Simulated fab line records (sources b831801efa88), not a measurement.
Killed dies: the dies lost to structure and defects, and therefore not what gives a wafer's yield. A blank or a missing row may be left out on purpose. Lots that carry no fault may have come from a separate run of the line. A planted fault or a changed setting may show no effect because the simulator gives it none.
Which tool was responsible?    flow sky130    Sampling: 14 lots, 42 wafers, 3 of 708 route steps

## WHAT EACH GAUGE READ, for each wafer
SKY_CONTACT_CD_MEAS_14: the cd target is 170 nm. Usual: cd-nm at 170.0 nm, with a standard deviation of 1.5.
lot   measured      on         cd-nm (nm)         flag
L496  day 32 09:56  cd-sem-01  171.5 170.9 170.6  
L498  day 33 17:04  cd-sem-01  170.9 171.0 170.1  
L499  day 33 19:32  cd-sem-01  169.7 170.5 170.9  
L500  day 34 06:40  cd-sem-01  167.7 166.6 166.3  
L503  day 34 16:16  cd-sem-02  173.0 171.9 173.4  
L504  day 35 01:26  cd-sem-02  167.8 168.3 167.1  
L505  day 35 09:26  cd-sem-01  169.1 168.3 168.9  
L506  day 36 12:25  cd-sem-02  134.7 135.6 134.3  OFF
L508  day 36 20:13  cd-sem-02  137.5 138.8 136.8  OFF
L509  day 37 01:34  cd-sem-01  144.8 143.4 143.6  OFF
L510  day 37 02:07  cd-sem-02  143.4 144.1 144.8  OFF
L511  day 37 10:02  cd-sem-01  169.2 170.0 170.4  
L512  day 37 11:35  cd-sem-01  169.9 170.9 170.7  
L513  day 37 21:58  cd-sem-01  168.8 166.8 169.8  

SKY_CONTACT_OVL_MEAS_15. Usual: CONTACT_OVL -2 nm, standard deviation 5.9.
lot   measured      on          CONTACT_OVL (nm)  flag
L496  day 32 10:02  overlay-02  -8 -21 -13        
L498  day 33 17:11  overlay-01  -4 -10 -14        
L499  day 33 19:38  overlay-02  3 -1 3            
L500  day 34 06:45  overlay-02  3 -2 0            
L503  day 34 16:23  overlay-01  0 -2 6            
L504  day 35 01:32  overlay-02  -9 -8 -3          
L505  day 35 09:32  overlay-02  3 -3 -5           
L506  day 36 12:32  overlay-02  -6 -14 -10        
L508  day 36 20:20  overlay-01  -6 -5 -8          
L509  day 37 01:39  overlay-02  0 7 -1            
L510  day 37 02:14  overlay-02  5 -5 0            
L511  day 37 10:08  overlay-01  -2 6 -2           
L512  day 37 11:41  overlay-02  -8 0 -2           
L513  day 37 22:03  overlay-01  12 3 4            

## WHAT TOOL EACH LOT RAN ON (gives the tool, then ch and the chambers of the sampled wafers, and finally the start)
lot   SKY_CONTACT_EXPOSE_11
L496  krf-scanner-02 ch 0, day 31 20:14
L498  krf-scanner-01 ch 0, day 33 03:32
L499  krf-scanner-01 ch 0, day 33 06:17
L500  krf-scanner-01 ch 0, day 33 17:45
L503  krf-scanner-02 ch 0, day 34 03:29
L504  krf-scanner-01 ch 0, day 34 11:47
L505  krf-scanner-01 ch 0, day 34 20:50
L506  krf-scanner-01 ch 0, day 36 00:10
L508  krf-scanner-01 ch 0, day 36 07:40
L509  krf-scanner-01 ch 0, day 36 12:51
L510  krf-scanner-01 ch 0, day 36 13:37
L511  krf-scanner-02 ch 0, day 36 20:49
L512  krf-scanner-02 ch 0, day 36 22:29
L513  krf-scanner-02 ch 0, day 37 09:33
- SKY_CONTACT_EXPOSE_11: exposes mask CTM1, target cd 170 nm.

## AS READ BY THE TOOLS THEMSELVES (means over the sampled wafers that have a number; for cases with no such wafer, the mark the record gives instead)
SKY_CONTACT_EXPOSE_11. Usual: exposure-dose-mJ-cm2 at 37.99, with a standard deviation of 0.039.
lot   tool            exposure-dose-mJ-cm2  flag
L496  krf-scanner-02  37.99                 
L498  krf-scanner-01  37.99                 
L499  krf-scanner-01  38.01                 
L500  krf-scanner-01  37.96                 
L503  krf-scanner-02  38.04                 
L504  krf-scanner-01  37.98                 
L505  krf-scanner-01  37.98                 
L506  krf-scanner-01  31.74                 OFF
L508  krf-scanner-01  31.73                 OFF
L509  krf-scanner-01  32.96                 OFF
L510  krf-scanner-01  32.99                 OFF
L511  krf-scanner-02  38.00                 
L512  krf-scanner-02  38.05                 
L513  krf-scanner-02  38.01                 

## THE ANSWER, worked out from the rows above alone
Rule: lot off if the mean of its wafers having a number is beyond 3 standard deviations from the usual mean. A lot without any number at a reading at which 4 lots or more have one is off too. Any other lot the step has rows for is counted as sound. After the gauges, taken in route order, come the tools' own readings; for these a lot's mean is taken, as printed above. The first step at which some lot is off is used, and at that step the reading that is off furthest; a lot without a number counts as furthest.
Off: L506, L508, L509, L510 (SKY_CONTACT_CD_MEAS_14, cd-nm).
A tool fits if, at a process step before that reading, it ran every lot that is off, and no sound lot after the first of them. The gauges at SKY_CONTACT_CD_MEAS_14 aren't tried: what is off there is off at SKY_CONTACT_EXPOSE_11 too, on other tools, and a gauge's error can't cause that. One candidate fits, namely krf-scanner-01 at SKY_CONTACT_EXPOSE_11. Its last sound lot is L505 (day 34 20:50), its first lot that is off L506 (day 36 00:10): a fault that began between those two fits.
On the lots that are off, the tool's own readings at SKY_CONTACT_EXPOSE_11 differ by more than 5 times the standard deviation of the sound lots' means, which bears it out; exposure-dose-mJ-cm2 reads 32.36 there versus 38.00 on the sound lots.

## WHAT WAS PUT IN BY THE SIMULATOR
Drift in process parameters on krf-scanner-01 at SKY_CONTACT_EXPOSE_11, starting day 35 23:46. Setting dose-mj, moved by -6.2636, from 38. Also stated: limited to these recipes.
Struck lots among those shown: L506, L508, L509, L510. Same finding as the rule above.
